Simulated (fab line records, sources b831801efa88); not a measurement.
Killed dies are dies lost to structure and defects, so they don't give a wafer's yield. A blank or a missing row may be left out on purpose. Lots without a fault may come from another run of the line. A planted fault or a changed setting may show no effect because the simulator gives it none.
A struck lot beside a sound one | flow gf180mcu | 14 steps out of a route of 602
Sound: wafers L750.2, L750.3, L750.6. Struck: wafers L758.2, L758.5, L758.6. The cause comes at the end.
At each step with rows: each side's tool, then ch and its chambers, then its first start. Under that, the readings that differ: sound wafers | struck wafers | difference of the means | sigmas: that difference in standard deviations of wafers without a fault.
alike: readings whose means differ by less than 2 such deviations, and words and numbers that are the same on both sides. not compared: withheld readings, readings that some wafer has no value for, bounds like >300 that may hide the same value, and numbers for which the record gives no deviation and whose values overlap.
The two part at a step that has a row with sigmas, a row that says differs or no value, or rows on one side only. Numbers that don't overlap but have no deviation are shown without sigmas and don't part them. A reading that every wafer of one side lacks parts them only if that side has two wafers or more.

GF_MIM_THK_MEAS_06:
  sound on film_metro-01, day 25 10:58; struck on film_metro-02, day 28 02:57
  alike: MIM_CVD_05_THK
GF_MIM_SPUTTER_07: material TiN, target thk 60 nm, time 50 s.
  sound on pvd_sputter-04, day 25 11:01; struck on pvd_sputter-01, day 28 03:00
  alike: throttle_valve_pct
GF_MIM_SPUTTER_08: material AlCu, target thk 200 nm, time 10.6 s.
  sound on pvd_sputter-04, day 25 11:04; struck on pvd_sputter-01, day 28 03:03
  alike: throttle_valve_pct
GF_MIM_SPUTTER_09: material TiN, target thk 35 nm, time 29.2 s.
  sound on pvd_sputter-04, day 25 11:05; struck on pvd_sputter-01, day 28 03:04
  alike: throttle_valve_pct
GF_MIM_RS_MEAS_10: measures by four-point-probe.
  sound on film_metro-03, day 25 11:08; struck on film_metro-01, day 28 03:07
  alike: MIM_ALCU_RS
GF_MIM_THK_MEAS_11: measures by xrf.
  sound on film_metro-03, day 25 11:15; struck on film_metro-01, day 28 03:14
  alike: MIM_ALCU_THK
then, 6 steps without rows for these wafers: GF_MIM_DEHYDRATE_12 (time 60 s); GF_MIM_HMDS_13 (prime time 60 s); GF_MIM_COAT_14 (resist thk 1000 nm); GF_MIM_SOFTBAKE_15 (time 60 s); GF_MIM_EXPOSE_16 (exposes mask FuseTop, target cd 2000 nm); GF_MIM_PEB_17.
GF_MIM_DEVELOP_18: develop time 60 s.
  sound on litho_track-02 ch 0, day 26 07:52; struck on litho_track-02, day 28 22:28
  no value came back on the struck wafers for chill_plate_temp_C (C), develop_time_s (s); on the sound wafers chill_plate_temp_C (C) reads 22.98 23.03 23.00
GF_MIM_METAL_ETCH_19: etches the open film in Cl2/BCl3, stops on Si3N4, target depth 324.5 nm, time 54.1 s.
  sound on rie_metal-03 ch 0,1, day 26 08:00; struck on rie_metal-04 ch 0,1, day 28 22:36
  alike: drypump_motor_current_A, oes_product_au, throttle_valve_pct
  not compared: rf_hours_counter_h

WHERE THEY PART
Only at GF_MIM_DEVELOP_18, within this record. Later steps at which nothing parts them and some readings are alike: GF_MIM_METAL_ETCH_19.

WHY: what the simulator had put in
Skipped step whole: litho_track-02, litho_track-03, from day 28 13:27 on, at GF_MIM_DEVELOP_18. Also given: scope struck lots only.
